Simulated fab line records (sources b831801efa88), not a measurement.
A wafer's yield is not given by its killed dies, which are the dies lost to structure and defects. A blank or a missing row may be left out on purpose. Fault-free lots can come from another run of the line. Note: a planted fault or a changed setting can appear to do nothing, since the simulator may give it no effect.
Which tool is to blame? -- flow gf180mcu -- 21 wafers from 7 lots sampled at 4 of the route's 602 steps

## WHAT EACH GAUGE READ, for each wafer
GF_V3_THK_MEAS_01.
lot,measured,on,V3_CVD_00_THK (nm)
L726,day 22 04:46,film-metro-03,594 598 596
L729,day 23 07:32,film-metro-04,605 597 599
L730,day 24 05:23,film-metro-04,597 595 599
L738,day 26 10:10,film-metro-03,598 597 595
L741,day 27 09:01,film-metro-03,613 609 612
L744,day 28 16:10,film-metro-04,600 600 601
L746,day 29 11:52,film-metro-04,611 594 607

## TOOL THAT RAN EACH LOT (tool first, then ch and the chambers of the sampled wafers, then the start)
lot,GF_DUAL_GATE_CLEAN_14,GF_M3_SPUTTER_00,GF_M3_SPUTTER_02
L726,"wet-bench-02 ch 2, day 8 23:57","pvd-sputter-01, day 21 04:20","pvd-sputter-01, day 21 04:28"
L729,"wet-bench-04 ch 1, day 9 22:40","pvd-sputter-01, day 22 08:07","pvd-sputter-01, day 22 08:16"
L730,"wet-bench-01 ch 1, day 10 14:51","pvd-sputter-02, day 23 06:14","pvd-sputter-02, day 23 06:22"
L738,"wet-bench-01 ch 2, day 12 13:17","pvd-sputter-02, day 25 11:42","pvd-sputter-02, day 25 11:50"
L741,"wet-bench-02 ch 3, day 13 12:14","pvd-sputter-02, day 26 11:12","pvd-sputter-02, day 26 11:20"
L744,"wet-bench-02 ch 1, day 14 18:53","pvd-sputter-02, day 27 19:53","pvd-sputter-02, day 27 20:01"
L746,"wet-bench-04 ch 3, day 15 13:34","pvd-sputter-02, day 28 15:40","pvd-sputter-02, day 28 15:48"
- GF_DUAL_GATE_CLEAN_14: cleans in SC1/SC2, time 150 s.
- GF_M3_SPUTTER_00: material Ti, target thk 37.5 nm, time 150 s.
- GF_M3_SPUTTER_02: material AlCu, target thk 450 nm, time 23.9 s.

## THE ANSWER, worked out from the rows above alone
Rule: the usual values come from the lots themselves. The widest of any qualifying gaps counts: lots, ordered by their means at a reading, are off when they make up no more than a third of the lots, leave a main group of 4 or more, and stand apart from it by 3 or more times the standard deviation of that group's means. A main group is skipped when, at the precision printed for the reading in the tables above, its means are all equal. A lot without any number at a reading at which 4 lots or more have one is off too. All remaining lots with rows at the step are treated as sound.
Nothing can be told from this: no lot is off at any reading shown.

## WHAT HAD BEEN PUT IN BY THE SIMULATOR
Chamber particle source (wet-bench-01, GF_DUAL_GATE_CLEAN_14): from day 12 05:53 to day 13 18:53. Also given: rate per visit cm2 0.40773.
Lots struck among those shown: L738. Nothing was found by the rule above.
